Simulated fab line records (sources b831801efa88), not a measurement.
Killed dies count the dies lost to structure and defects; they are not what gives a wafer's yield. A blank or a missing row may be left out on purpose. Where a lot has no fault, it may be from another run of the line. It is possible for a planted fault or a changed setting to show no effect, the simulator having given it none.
fab line records	flow sky130
record lots=7	wafers=19	last_day=50
route steps=708 shown LOCAL_INTERCONNECT@394 CONTACT@406 PAD_OPEN@708
lots that met no fault: from a run of the same line without faults
start_h: hours from the record's first day to the start of the lot's first wafer shown	wait_h: hours elapsed since this lot's preceding step	" repeats the value in the row above	L1.1+2: one row covering several wafers at once	- either no value or no given start	* or withheld: withheld	< > ~ a bound
route shown NAME@n: a module of which the file shows steps, and the number in the route of the first	usual: mean/standard deviation taken from wafers without a fault	same: alike in all rows	chamber/n: place in a boat	sites: the reading at each site	_std_site: standard deviation of those values	_edge_site: outer sites' mean less inner sites'	radius_mm: for every site, how far away it sits from the centre of the wafer	mask NAME#n: copy n	behind: the tool/chamber that last shaped the wafer	hold: reason for holding the lot/hours on hold/outcome of the hold	device: names the non-switching transistor (n, p or np)	end of line: the route-end tests of the same wafers	where a step has no rows: the recipe by itself	killed: dies that structure and defects cost at the first sort, which is not the same as the wafer's yield	map: the dies of a wafer, with x for killed, . for not killed, _ for no die there
set.NAME: setting as actually run; set.NAME@STEP: the setting as run at that earlier step	model.NAME: the simulator's own value behind a step, which no gauge read
lots at selected steps of the route; one table per step, one row per wafer
services: the hour from which a tool's chamber was out of use, counted from the record's first day as start_h (under 0 if before that day), plus the number of hours and why
## steps
# step SKY_LOCAL_INTERCONNECT_SOFTBAKE_07
# recipe temp_c=100	time_s=90	resist=KrF-thick
# step SKY_LOCAL_INTERCONNECT_EXPOSE_08
# recipe mask_id=LI1M	na=0.8	source_shape=annular	sigma_inner=0.55	sigma_outer=0.85	target_cd_nm=170	dose_mj=28
# step SKY_LOCAL_INTERCONNECT_PEB_09
# recipe peb_temp_c=withheld	peb_time_s=withheld	resist=KrF-thick
# step SKY_LOCAL_INTERCONNECT_DEVELOP_10
# recipe develop_time_s=60	resist=KrF-thick	dev_temp_c=21
# step SKY_LOCAL_INTERCONNECT_CD_MEAS_11
# recipe target_cd_nm=170
# usual cd_nm=170.3/1.1
lot.wafer	tool	chamber	start_h	wait_h	cd_nm
L631.3	cd_sem-01	-	728.83	-	170.8
L631.4	"	-	"	"	170.0
L631.5	"	-	"	"	169.1
L636.2	cd_sem-01	-	766.71	-	169.6
L636.3	"	-	"	"	167.7
L636.6	"	-	"	"	168.9
L642.2	cd_sem-01	-	806.46	-	167.6
L642.4	"	-	"	"	169.1
L642.5	"	-	"	"	169.2
L643.2	cd_sem-01	-	809.92	-	171.6
L643.4	"	-	"	"	171.8
L645.2	cd_sem-02	-	831.82	-	169.5
L645.4	"	-	"	"	170.8
L648.1	cd_sem-02	-	852.25	-	167.9
L648.2	"	-	"	"	168.6
L648.5	"	-	"	"	168.4
L651.3	cd_sem-02	-	867.43	-	171.2
L651.4	"	-	"	"	169.3
L651.6	"	-	"	"	170.5
# step SKY_LOCAL_INTERCONNECT_OVL_MEAS_12
# usual LOCAL_INTERCONNECT_OVL=-2/5.4
lot.wafer	tool	chamber	start_h	wait_h	LOCAL_INTERCONNECT_OVL[nm]
L631.3	overlay-01	-	728.92	0.1	1
L631.4	"	-	"	"	6
L631.5	"	-	"	"	2
L636.2	overlay-02	-	766.82	0.1	-5
L636.3	"	-	"	"	-2
L636.6	"	-	"	"	-13
L642.2	overlay-02	-	806.56	0.1	3
L642.4	"	-	"	"	-2
L642.5	"	-	"	"	2
L643.2	overlay-02	-	810.02	0.1	5
L643.4	"	-	"	"	4
L645.2	overlay-02	-	831.92	0.1	1
L645.4	"	-	"	"	-6
L648.1	overlay-01	-	852.37	0.1	-3
L648.2	"	-	"	"	-6
L648.5	"	-	"	"	-10
L651.3	overlay-01	-	867.52	0.1	0
L651.4	"	-	"	"	0
L651.6	"	-	"	"	2
# step SKY_LOCAL_INTERCONNECT_ETCH_13
# recipe chemistry=N2/H2	target=BARC	ion_energy_ev=200	bias_w=100	pressure_mtorr=30	n2_flow_sccm=100	h2_flow_sccm=200	icp_w=500	stop_on=SiO2	time_s=45.9	target_depth_a=600
# usual drypump_motor_current_A=5.85/0.21	he_backside_leak_sccm=3.3/0.38	oes_product_au=0.855/0.0051	throttle_valve_pct=13.225/0.01
lot.wafer	tool	chamber	start_h	wait_h	drypump_motor_current_A	he_backside_leak_sccm	oes_product_au	rf_hours_counter_h	throttle_valve_pct
L631.3	rie_metal-02	0	728.97	0.0	5.88	3.5	0.859	-	13.223
L631.4	"	1	"	"	5.95	2.9	0.850	-	13.220
L631.5	"	1	"	"	5.93	3.1	0.851	-	13.229
L636.2	rie_metal-01	0	766.85	0.0	6.22	3.6	0.849	16	13.236
L636.3	"	0	"	"	6.23	3.8	0.850	-	13.232
L636.6	"	1	"	"	6.04	3.2	0.857	-	13.214
L642.2	rie_metal-02	1	806.59	0.0	5.99	3.1	0.858	3	13.233
L642.4	"	1	"	"	5.97	3.2	0.858	-	13.230
L642.5	"	0	"	"	5.90	3.5	0.866	-	13.222
L643.2	rie_metal-02	1	810.05	0.0	5.97	3.0	0.848	3	13.220
L643.4	"	0	"	"	5.89	3.5	0.848	-	13.218
L645.2	rie_metal-02	1	831.98	0.0	6.01	3.3	0.856	-	13.225
L645.4	"	1	"	"	5.94	4.1	0.862	-	13.221
L648.1	rie_metal-03	1	852.40	0.0	5.60	3.0	0.850	6	13.223
L648.2	"	0	"	"	5.59	3.5	0.854	11	13.221
L648.5	"	0	"	"	5.57	3.4	0.847	-	13.211
L651.3	rie_metal-01	1	867.57	0.0	6.07	3.3	0.856	-	13.215
L651.4	"	0	"	"	6.23	3.6	0.859	-	13.238
L651.6	"	0	"	"	6.22	3.6	0.854	-	13.215
# step SKY_LOCAL_INTERCONNECT_METAL_ETCH_14
# recipe target_depth_nm=110	stop_on=PSG	chemistry=Cl2/BCl3	target=TiN	resist_sidewall_deg=88	pressure_mtorr=10	icp_w=900	bias_w=48.5	Cl2_flow_sccm=60	bcl3_flow_sccm=30	time_s=31.4
# usual drypump_motor_current_A=5.83/0.21	he_backside_leak_sccm=3.3/0.33	oes_product_au=0.940/0.0075	throttle_valve_pct=21.901/0.0099
lot.wafer	tool	chamber	start_h	wait_h	drypump_motor_current_A	he_backside_leak_sccm	oes_product_au	rf_hours_counter_h	throttle_valve_pct
L631.3	rie_metal-02	0	729.03	0.0	5.89	3.4	0.944	-	21.895
L631.4	"	1	"	"	5.94	2.9	0.940	-	21.905
L631.5	"	1	"	"	5.95	3.0	0.940	-	21.923
L636.2	rie_metal-01	0	766.91	0.0	6.22	3.7	0.937	16	21.903
L636.3	"	0	"	"	6.21	3.6	0.946	-	21.885
L636.6	"	1	"	"	6.02	3.5	0.938	-	21.901
L642.2	rie_metal-02	1	806.66	0.0	5.99	3.0	0.946	3	21.910
L642.4	"	1	"	"	5.98	3.1	0.949	-	21.895
L642.5	"	0	"	"	5.87	3.5	0.954	-	21.897
L643.2	rie_metal-02	1	810.12	0.0	5.93	2.8	0.950	3	21.899
L643.4	"	0	"	"	5.90	3.6	0.952	-	21.904
L645.2	rie_metal-02	1	832.10	0.1	5.95	3.0	0.931	-	21.903
L645.4	"	1	"	"	5.94	3.1	0.925	-	21.917
L648.1	rie_metal-03	1	852.47	0.0	5.60	3.2	0.933	6	21.904
L648.2	"	0	"	"	5.56	3.0	0.942	11	21.911
L648.5	"	0	"	"	5.55	3.1	0.940	-	21.896
L651.3	rie_metal-01	1	867.63	0.0	6.03	3.5	0.947	-	21.896
L651.4	"	0	"	"	6.21	3.9	0.946	-	21.890
L651.6	"	0	"	"	6.20	3.6	0.937	-	21.903
# step SKY_LOCAL_INTERCONNECT_STRIP_15
# recipe chemistry=O2/N2	power_w=1400	pressure_mtorr=1500	platen_temp_c=withheld	o2_flow_sccm=3000	n2_flow_sccm=300	overash_fraction=0.5
# usual drypump_motor_current_A=5.33/0.24	oes_product_au=0.427/0.0043	strip_time_to_endpoint_s=4.711/0.021
lot.wafer	tool	chamber	start_h	wait_h	drypump_motor_current_A	oes_product_au	rf_hours_counter_h	strip_time_to_endpoint_s
L631.3	plasma_asher-01	0	729.09	0.1	5.15	0.431	-	4.739
L631.4	"	1	"	"	5.54	0.421	-	4.720
L631.5	"	1	"	"	5.56	0.422	-	4.672
L636.2	plasma_asher-02	0	766.96	0.0	5.64	0.426	3	4.747
L636.3	"	0	"	"	5.63	0.426	-	4.733
L636.6	"	0	"	"	5.64	0.424	-	4.719
L642.2	plasma_asher-02	1	806.71	0.0	5.16	0.424	7	4.707
L642.4	"	0	"	"	5.63	0.433	-	4.691
L642.5	"	0	"	"	5.63	0.416	-	4.702
L643.2	plasma_asher-02	1	810.17	0.0	5.17	0.425	7	4.668
L643.4	"	0	"	"	5.65	0.418	-	4.704
L645.2	plasma_asher-02	1	832.18	0.1	5.12	0.421	10	4.699
L645.4	"	1	"	"	5.14	0.421	-	4.661
L648.1	plasma_asher-03	1	852.52	0.0	4.94	0.423	75	4.721
L648.2	"	0	"	"	5.44	0.422	75	4.689
L648.5	"	1	"	"	4.92	0.429	-	4.717
L651.3	plasma_asher-02	1	867.69	0.1	5.15	0.422	-	4.704
L651.4	"	0	"	"	5.63	0.428	-	4.719
L651.6	"	1	"	"	5.16	0.434	-	4.725
# step SKY_LOCAL_INTERCONNECT_STRIP_16
# recipe chemistry=post_etch_residue_remover	time_s=1200	temp_c=72.5
# step SKY_LOCAL_INTERCONNECT_CLEAN_17
# recipe chemistry=IPA	time_s=180	temp_c=25
# step SKY_LOCAL_INTERCONNECT_CLEAN_18
# recipe chemistry=O3/DIW	dry=n2_spin
# step SKY_CONTACT_CVD_00
# recipe material=Si3N4	target_thk_nm=75	temp_c=400	time_s=withheld	rf_w=450
# usual heater_power_w=720/75
lot.wafer	tool	chamber	start_h	wait_h	heater_power_w	model.Si3N4_of_CONTACT_CVD_00.thk_nm
L631.3	pecvd-03	0	729.65	0.0	742	73.43
L631.4	"	2	"	"	884	75.41
L631.5	"	0	"	"	737	75.46
L636.2	pecvd-01	0	767.55	0.0	737	75.48
L636.3	"	2	"	"	762	74.55
L636.6	"	1	"	"	776	76.96
L642.2	pecvd-03	1	807.30	0.0	753	75.09
L642.4	"	2	"	"	827	37.31
L642.5	"	0	"	"	668	76.13
L643.2	pecvd-03	1	810.76	0.0	693	74.48
L643.4	"	2	"	"	792	36.48
L645.2	pecvd-03	1	832.78	0.0	612	74.88
L645.4	"	1	"	"	623	37.26
L648.1	pecvd-02	0	853.14	0.0	660	74.3
L648.2	"	1	"	"	675	74.61
L648.5	"	0	"	"	676	74.72
L651.3	pecvd-02	0	868.27	0.0	589	74.36
L651.4	"	2	"	"	713	73.81
L651.6	"	0	"	"	583	73.62
# step SKY_CONTACT_THK_MEAS_01
# recipe reads=Si3N4_of_CONTACT_CVD_00
# usual CONTACT_CVD_00_THK=74.9/0.88
lot.wafer	tool	chamber	start_h	wait_h	CONTACT_CVD_00_THK[nm]
L631.3	film_metro-02	-	729.70	-	73.4
L631.4	"	-	"	"	75.5
L631.5	"	-	"	"	75.5
L636.2	film_metro-02	-	767.59	-	75.5
L636.3	"	-	"	"	74.5
L636.6	"	-	"	"	77.0
L642.2	film_metro-02	-	807.34	-	75.0
L642.4	"	-	"	"	37.3
L642.5	"	-	"	"	76.1
L643.2	film_metro-01	-	810.80	-	74.5
L643.4	"	-	"	"	36.5
L645.2	film_metro-02	-	832.82	-	74.8
L645.4	"	-	"	"	37.2
L648.1	film_metro-04	-	853.17	-	74.3
L648.2	"	-	"	"	74.6
L648.5	"	-	"	"	74.7
L651.3	film_metro-04	-	868.33	-	74.4
L651.4	"	-	"	"	73.9
L651.6	"	-	"	"	73.6
# step SKY_CONTACT_HDPCVD_02
# recipe material=SiO2	target_thk_nm=565	sigma_open_frac=0.3	time_s=94.2	temp_c=600	sih4_flow_sccm=60	pressure_mtorr=6
# step SKY_CONTACT_THK_MEAS_03
# recipe reads=SiO2_of_CONTACT_HDPCVD_02
# usual CONTACT_HDPCVD_THK=564/5.1
lot.wafer	tool	chamber	start_h	wait_h	CONTACT_HDPCVD_THK[nm]
L631.3	film_metro-01	-	729.87	0.1	569
L631.4	"	-	"	"	566
L631.5	"	-	"	"	572
L636.2	film_metro-01	-	767.72	0.0	562
L636.3	"	-	"	"	564
L636.6	"	-	"	"	561
L642.2	film_metro-04	-	807.47	0.0	560
L642.4	"	-	"	"	556
L642.5	"	-	"	"	561
L643.2	film_metro-02	-	810.93	0.0	565
L643.4	"	-	"	"	563
L645.2	film_metro-01	-	832.95	0.0	559
L645.4	"	-	"	"	556
L648.1	film_metro-02	-	853.30	0.0	562
L648.2	"	-	"	"	569
L648.5	"	-	"	"	559
L651.3	film_metro-02	-	868.46	0.1	562
L651.4	"	-	"	"	563
L651.6	"	-	"	"	563
# step SKY_CONTACT_CMP_04
# recipe material=SiO2	down_force_psi=4	platen_rpm=60	pad_velocity_m_s=0.94248
# step SKY_CONTACT_BOW_MEAS_05
# recipe mode=bow
# usual CONTACT_BOW=83/6.6
lot.wafer	tool	chamber	start_h	wait_h	CONTACT_BOW[um]
L631.3	film_metro-02	-	730.25	0.1	71
L631.4	"	-	"	"	77
L631.5	"	-	"	"	85
L636.2	film_metro-04	-	768.18	0.1	86
L636.3	"	-	"	"	92
L636.6	"	-	"	"	82
L642.2	film_metro-02	-	808.10	0.2	79
L642.4	"	-	"	"	81
L642.5	"	-	"	"	67
L643.2	film_metro-04	-	811.30	0.1	89
L643.4	"	-	"	"	88
L645.2	film_metro-02	-	833.32	0.2	87
L645.4	"	-	"	"	94
L648.1	film_metro-01	-	853.86	0.1	86
L648.2	"	-	"	"	72
L648.5	"	-	"	"	83
L651.3	film_metro-04	-	868.84	0.3	89
L651.4	"	-	"	"	93
L651.6	"	-	"	"	83
# step SKY_CONTACT_DEHYDRATE_06
# recipe temp_c=200	time_s=60
# step SKY_CONTACT_HMDS_07
# recipe prime_time_s=60	prime_temp_c=120
# step SKY_CONTACT_COAT_08
# recipe resist=BARC	temp_c=withheld	time_s=withheld	spin_rpm=3000	resist_thk_nm=60
# step SKY_CONTACT_COAT_09
# recipe resist=KrF-thick	spin_rpm=3000	resist_thk_nm=450
# step SKY_CONTACT_SOFTBAKE_10
# recipe temp_c=100	time_s=90	resist=KrF-thick
# step SKY_CONTACT_EXPOSE_11
# recipe mask_id=CTM1	na=0.8	source_shape=annular	sigma_inner=0.55	sigma_outer=0.85	target_cd_nm=170	dose_mj=38
# step SKY_CONTACT_PEB_12
# recipe peb_temp_c=withheld	peb_time_s=withheld	resist=KrF-thick
# step SKY_CONTACT_DEVELOP_13
# recipe develop_time_s=60	resist=KrF-thick	dev_temp_c=21
# step SKY_CONTACT_CD_MEAS_14
# recipe target_cd_nm=170
# usual cd_nm=169.5/1.6
lot.wafer	tool	chamber	start_h	wait_h	cd_nm
L631.3	cd_sem-02	-	757.51	-	171.0
L631.4	"	-	"	"	170.8
L631.5	"	-	"	"	168.4
L636.2	cd_sem-01	-	794.99	-	168.0
L636.3	"	-	"	"	169.3
L636.6	"	-	"	"	167.5
L642.2	cd_sem-01	-	834.26	-	170.8
L642.4	"	-	"	"	168.6
L642.5	"	-	"	"	169.4
L643.2	cd_sem-02	-	837.76	-	169.0
L643.4	"	-	"	"	168.8
L645.2	cd_sem-01	-	858.81	-	167.6
L645.4	"	-	"	"	167.9
L648.1	cd_sem-02	-	879.04	-	167.7
L648.2	"	-	"	"	168.5
L648.5	"	-	"	"	169.2
L651.3	cd_sem-02	-	894.71	-	166.4
L651.4	"	-	"	"	168.3
L651.6	"	-	"	"	168.0
# step SKY_CONTACT_OVL_MEAS_15
# usual CONTACT_OVL=1/5.2
lot.wafer	tool	chamber	start_h	wait_h	CONTACT_OVL[nm]
L631.3	overlay-01	-	757.60	0.1	-3
L631.4	"	-	"	"	-2
L631.5	"	-	"	"	-7
L636.2	overlay-02	-	795.10	0.1	-8
L636.3	"	-	"	"	2
L636.6	"	-	"	"	-4
L642.2	overlay-01	-	834.37	0.1	-7
L642.4	"	-	"	"	-3
L642.5	"	-	"	"	2
L643.2	overlay-01	-	837.87	0.1	-3
L643.4	"	-	"	"	3
L645.2	overlay-02	-	858.92	0.1	3
L645.4	"	-	"	"	8
L648.1	overlay-01	-	879.16	0.1	4
L648.2	"	-	"	"	-5
L648.5	"	-	"	"	1
L651.3	overlay-02	-	894.80	0.1	3
L651.4	"	-	"	"	9
L651.6	"	-	"	"	10
# step SKY_CONTACT_ETCH_16
# recipe chemistry=N2/H2	target=BARC	ion_energy_ev=200	source_w=500	bias_w=100	pressure_mtorr=30	n2_flow_sccm=100	h2_flow_sccm=200	stop_on=SiO2	time_s=45.9	target_depth_a=600
# usual drypump_motor_current_A=5.7/0.49	oes_product_au=0.855/0.0051	throttle_valve_pct=13.223/0.009
lot.wafer	tool	chamber	start_h	wait_h	drypump_motor_current_A	oes_product_au	rf_hours_counter_h	throttle_valve_pct
L631.3	rie_diel-02	1	757.63	0.0	5.4	0.854	6	13.223
L631.4	"	3	"	"	5.5	0.858	4	13.221
L631.5	"	3	"	"	5.5	0.866	-	13.229
L636.2	rie_diel-02	2	795.13	0.0	5.1	0.859	8	13.233
L636.3	"	3	"	"	5.5	0.855	6	13.226
L636.6	"	3	"	"	5.5	0.854	-	13.223
L642.2	rie_diel-02	1	834.40	0.0	5.4	0.856	8	13.229
L642.4	"	3	"	"	5.5	0.852	7	13.233
L642.5	"	1	"	"	5.4	0.851	-	13.223
L643.2	rie_diel-03	2	837.90	0.0	5.0	0.850	26	13.231
L643.4	"	2	"	"	5.0	0.854	-	13.226
L645.2	rie_diel-03	3	858.95	0.0	6.4	0.860	13	13.217
L645.4	"	0	"	"	4.7	0.852	12	13.216
L648.1	rie_diel-03	0	879.20	0.0	4.7	0.849	12	13.206
L648.2	"	1	"	"	5.4	0.850	2	13.217
L648.5	"	3	"	"	6.4	0.845	-	13.228
L651.3	rie_diel-04	0	894.83	0.0	6.3	0.854	3	13.222
L651.4	"	3	"	"	5.7	0.860	13	13.226
L651.6	"	3	"	"	5.7	0.857	-	13.227
# step SKY_CONTACT_ETCH_17
# recipe target=SiO2	chemistry=C4F8/O2/Ar	stop_on=Si3N4	mask_material=KrF-thick	source_w=1500	bias_w=1200	pressure_mtorr=40	c4f8_flow_sccm=withheld	O2_flow_sccm=6	Ar_flow_sccm=300	time_s=withheld	target_depth_a=3400
# step SKY_CONTACT_ETCH_18
# recipe target=Si3N4	chemistry=CHF3/O2	stop_on=TiN	source_w=600	bias_w=200	pressure_mtorr=40	chf3_flow_sccm=50	O2_flow_sccm=5	time_s=39	target_depth_a=750
# usual drypump_motor_current_A=5.6/0.49	oes_product_au=0.854/0.0072	throttle_valve_pct=8.793/0.0096
lot.wafer	tool	chamber	start_h	wait_h	drypump_motor_current_A	oes_product_au	rf_hours_counter_h	throttle_valve_pct	model.etch.depth_nm
L631.3	rie_diel-02	1	-	-	5.4	0.841	6	8.787	73.43
L631.4	"	3	"	"	5.5	0.862	5	8.801	75.41
L631.5	"	3	"	"	5.5	0.858	-	8.783	75.46
L636.2	rie_diel-02	2	-	-	5.1	0.852	8	8.790	75.48
L636.3	"	3	"	"	5.5	0.859	6	8.785	74.55
L636.6	"	3	"	"	5.5	0.866	-	8.805	76.96
L642.2	rie_diel-02	1	-	-	5.4	0.859	8	8.780	75.09
L642.4	"	3	"	"	5.5	0.608	7	8.739	37.31
L642.5	"	1	"	"	5.4	0.871	-	8.805	76.13
L643.2	rie_diel-03	2	-	-	5.0	0.855	26	8.789	74.48
L643.4	"	2	"	"	5.0	0.609	-	8.737	36.48
L645.2	rie_diel-03	3	-	-	6.4	0.856	14	8.777	74.88
L645.4	"	0	"	"	4.7	0.614	12	8.731	37.26
L648.1	rie_diel-03	0	-	-	4.7	0.850	12	8.796	74.3
L648.2	"	1	"	"	5.3	0.856	2	8.793	74.61
L648.5	"	3	"	"	6.4	0.848	-	8.786	74.72
L651.3	rie_diel-04	0	-	-	6.3	0.851	3	8.776	74.36
L651.4	"	3	"	"	5.7	0.849	13	8.789	73.81
L651.6	"	3	"	"	5.7	0.846	-	8.797	73.62
# step SKY_CONTACT_STRIP_19
# recipe chemistry=O2/N2	power_w=1400	pressure_mtorr=1500	platen_temp_c=withheld	o2_flow_sccm=3000	n2_flow_sccm=300	overash_fraction=0.5
# usual drypump_motor_current_A=5.5/0.39	oes_product_au=0.381/0.0046	strip_time_to_endpoint_s=3.613/0.023
lot.wafer	tool	chamber	start_h	wait_h	drypump_motor_current_A	oes_product_au	rf_hours_counter_h	strip_time_to_endpoint_s
L631.3	plasma_asher-02	1	757.79	-	5.1	0.380	-	3.600
L631.4	"	0	"	"	5.6	0.385	-	3.648
L631.5	"	1	"	"	5.2	0.382	-	3.633
L636.2	plasma_asher-04	1	795.26	-	5.7	0.380	92	3.624
L636.3	"	0	"	"	6.1	0.381	-	3.613
L636.6	"	1	"	"	5.7	0.378	-	3.625
L642.2	plasma_asher-04	1	834.53	-	5.6	0.384	97	3.620
L642.4	"	1	"	"	5.6	0.377	-	3.611
L642.5	"	1	"	"	5.6	0.380	-	3.605
L643.2	plasma_asher-04	0	838.03	-	6.1	0.383	97	3.613
L643.4	"	1	"	"	5.7	0.383	-	3.609
L645.2	plasma_asher-02	0	859.08	-	5.6	0.383	13	3.584
L645.4	"	0	"	"	5.6	0.376	-	3.611
L648.1	plasma_asher-03	0	879.33	-	5.4	0.384	78	3.621
L648.2	"	1	"	"	4.9	0.381	78	3.624
L648.5	"	1	"	"	5.0	0.385	-	3.602
L651.3	plasma_asher-02	0	894.99	-	5.6	0.382	-	3.627
L651.4	"	1	"	"	5.1	0.377	-	3.596
L651.6	"	0	"	"	5.6	0.384	-	3.587
# step SKY_PAD_OPEN_PROBE_99
# usual killed_at_M0_to_M3=43/6.5	killed_at_M4_up=3.5/1.9	killed_at_contacts=24/5.4	killed_at_front_end=16/4.8	killed_at_other=0.4/0.64	killed_dies=87/9.4	killed_open=47/7	killed_short=40/6.3
# same gross_dies=492	killed_at_back_side=0
lot.wafer	tool	chamber	start_h	wait_h	killed_at_M0_to_M3	killed_at_M4_up	killed_at_contacts	killed_at_front_end	killed_at_other	killed_dies	killed_open	killed_short
L631.3	prober-01	-	1093.37	0.2	52	5	23	21	0	101	52	49
L631.4	prober-01	-	1093.42	0.2	46	3	17	22	1	89	45	44
L631.5	prober-01	-	1093.47	0.2	38	3	23	24	0	88	44	44
L642.2	prober-01	-	1149.21	0.1	41	5	24	21	2	93	55	36
L642.4	prober-01	-	1149.31	0.2	48	6	27	17	0	98	51	47
L642.5	prober-01	-	1149.36	0.2	51	2	33	16	2	104	53	49
L645.2	prober-02	-	1165.15	0.1	45	3	23	24	0	95	44	51
L645.4	prober-02	-	1165.25	0.2	46	2	25	12	0	85	50	35
L648.1	prober-01	-	1179.54	0.1	40	1	24	13	0	78	47	31
L648.2	prober-01	-	1179.59	0.1	45	4	25	15	0	89	49	40
L648.5	prober-01	-	1179.74	0.2	43	3	21	23	0	90	58	32
L651.3	prober-02	-	1188.91	0.2	39	7	19	11	0	76	40	36
L651.4	prober-02	-	1188.96	0.2	40	1	25	16	0	82	43	39
L651.6	prober-02	-	1189.06	0.2	37	4	32	13	0	86	36	48
# killed by level:class
L631.3 VIA1:geometric_particle:open=11 METAL1:geometric_particle:short=9 VIA1:geometric_particle:short=9 CONTACT:geometric_particle:open=8 FIELD_ISO:geometric_particle:open=7 VIA2:geometric_particle:open=6 POLY_GATE:geometric_particle:short=5 CONTACT:geometric_particle:short=5
L631.4 VIA2:geometric_particle:open=8 CONTACT:geometric_particle:open=6 METAL1:geometric_particle:short=6 VIA1:geometric_particle:open=6 POLY_GATE:geometric_particle:open=5 VIA1:geometric_particle:short=5 METAL2:geometric_particle:short=5 POLY_GATE:geometric_particle:short=4
L631.5 POLY_GATE:geometric_particle:short=8 VIA1:geometric_particle:open=8 CONTACT:geometric_particle:short=6 METAL2:geometric_particle:short=6 FIELD_ISO:geometric_particle:open=5 LI_CONTACT:geometric_particle:open=5 CONTACT:geometric_particle:open=5 POLY_GATE:geometric_particle:open=4
L642.2 VIA1:geometric_particle:open=13 LI_CONTACT:geometric_particle:open=8 CONTACT:geometric_particle:open=7 FIELD_ISO:geometric_particle:open=6 VIA2:geometric_particle:open=6 FIELD_ISO:geometric_particle:short=5 POLY_GATE:geometric_particle:short=4 CONTACT:geometric_particle:short=4
L642.4 METAL1:geometric_particle:short=11 CONTACT:geometric_particle:open=10 LI_CONTACT:geometric_particle:open=7 VIA3:geometric_particle:open=7 VIA2:geometric_particle:short=6 VIA3:geometric_particle:short=6 FIELD_ISO:geometric_particle:short=5 VIA1:geometric_particle:open=4
L642.5 CONTACT:geometric_particle:open=14 METAL1:geometric_particle:short=13 VIA2:geometric_particle:open=8 LI_CONTACT:geometric_particle:open=6 FIELD_ISO:geometric_particle:open=5 POLY_GATE:geometric_particle:open=5 LI_CONTACT:geometric_particle:short=5 VIA1:geometric_particle:open=5
L645.2 VIA1:geometric_particle:open=11 CONTACT:geometric_particle:open=10 VIA3:geometric_particle:open=7 VIA2:geometric_particle:short=6 FIELD_ISO:geometric_particle:short=5 LOCAL_INTERCONNECT:geometric_particle:short=5 CONTACT:geometric_particle:short=5 VIA2:geometric_particle:open=5
L645.4 CONTACT:geometric_particle:open=10 VIA1:geometric_particle:open=10 VIA2:geometric_particle:open=7 LI_CONTACT:geometric_particle:open=6 VIA1:geometric_particle:short=6 VIA3:geometric_particle:open=6 METAL3:geometric_particle:short=5 METAL2:geometric_particle:short=4
L648.1 VIA1:geometric_particle:open=11 CONTACT:geometric_particle:open=8 VIA1:geometric_particle:short=7 LI_CONTACT:geometric_particle:open=7 LOCAL_INTERCONNECT:geometric_particle:short=7 VIA3:geometric_particle:open=7 POLY_GATE:geometric_particle:open=6 METAL1:geometric_particle:short=3
L648.2 VIA1:geometric_particle:open=13 LI_CONTACT:geometric_particle:open=7 CONTACT:geometric_particle:open=7 METAL2:geometric_particle:short=6 VIA2:geometric_particle:open=6 FIELD_ISO:geometric_particle:open=5 VIA3:geometric_particle:open=5 LI_CONTACT:geometric_particle:short=4
L648.5 VIA1:geometric_particle:open=11 LI_CONTACT:geometric_particle:open=9 FIELD_ISO:geometric_particle:open=8 CONTACT:geometric_particle:open=8 VIA3:geometric_particle:open=6 VIA2:geometric_particle:open=5 POLY_GATE:geometric_particle:open=5 METAL2:geometric_particle:short=5
L651.3 VIA1:geometric_particle:open=10 LI_CONTACT:geometric_particle:open=9 METAL2:geometric_particle:short=6 METAL4:geometric_particle:short=5 FIELD_ISO:geometric_particle:open=4 VIA1:geometric_particle:short=4 CONTACT:geometric_particle:short=4 METAL1:geometric_particle:short=4
L651.4 VIA1:geometric_particle:open=10 CONTACT:geometric_particle:open=8 CONTACT:geometric_particle:short=7 LI_CONTACT:geometric_particle:open=5 VIA3:geometric_particle:short=5 METAL1:geometric_particle:short=5 VIA1:geometric_particle:short=5 FIELD_ISO:geometric_particle:open=4
L651.6 CONTACT:geometric_particle:open=10 CONTACT:geometric_particle:short=8 METAL1:geometric_particle:short=7 VIA1:geometric_particle:open=7 LI_CONTACT:geometric_particle:open=6 LOCAL_INTERCONNECT:geometric_particle:short=5 VIA3:geometric_particle:short=4 METAL2:geometric_particle:short=4
## services
tool	chamber	start_h	hours	kind
rie_diel-04	-	708.68	0.3	repair
rie_metal-02	-	714.13	1.3	repair
rie_metal-03	0	719.70	21.4	repair
rie_diel-02	1	725.74	7.4	repair
rie_diel-04	1	732.00	4.7	repair
plasma_asher-02	-	733.75	9.0	pm
plasma_asher-02	0	733.75	9.0	vent_cycle
plasma_asher-04	-	739.16	1.3	repair
plasma_asher-01	-	750.92	2.8	pm
plasma_asher-03	-	756.18	14.6	pm
rie_diel-03	-	771.29	2.8	pm
rie_diel-03	0	790.85	2.9	repair
pecvd-03	0	811.63	5.9	repair
plasma_asher-01	-	813.90	14.6	pm
plasma_asher-04	-	817.59	1.6	repair
rie_metal-02	0	828.38	16.2	repair
rie_diel-03	1	836.31	4.3	repair
plasma_asher-04	-	839.36	3.5	repair
rie_metal-02	0	858.57	7.4	repair
pecvd-02	1	859.75	12.0	repair
pecvd-03	-	863.89	5.5	pm
pecvd-02	2	877.84	10.3	repair
rie_diel-02	1	887.22	10.5	repair
plasma_asher-03	-	889.01	2.0	repair
## key
first_sign step=SKY_CONTACT_THK_MEAS_01	reading=CONTACT_CVD_00_THK	direction=down	sigmas=43	usual=74.9	struck=37.0
effect step=SKY_CONTACT_ETCH_18	reading=oes_product_au	direction=down	sigmas=34	usual=0.854	struck=0.610
model_effect step=SKY_CONTACT_CVD_00	value=Si3N4_of_CONTACT_CVD_00.thk_nm	without=75.4	struck=37.02
model_effect step=SKY_CONTACT_ETCH_18	value=etch.depth_nm	without=75.4	struck=37.02
met_at SKY_CONTACT_CVD_00
struck_wafers L642.4,L643.4,L645.4
tester_left_out L642,L643,L645
onset_between 729.65 807.30
fault kind=process_parameter_drift	tool=pecvd-03	chamber=-	onset_h=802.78	steps=SKY_CONTACT_CVD_00	channel=target_thk_nm	offset=-38.093	shape=step	end_h=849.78	scope=struck_wafers_only	acts_in=these_recipes_only	stated=75
# tester_left_out: of these lots the tester's yield and bins aren't shown, on N5 and GAA mostly nor the transistor test; their killed dies are dies lost to structure and defects alone, not to doping, threshold or leakage, so they don't give the yield
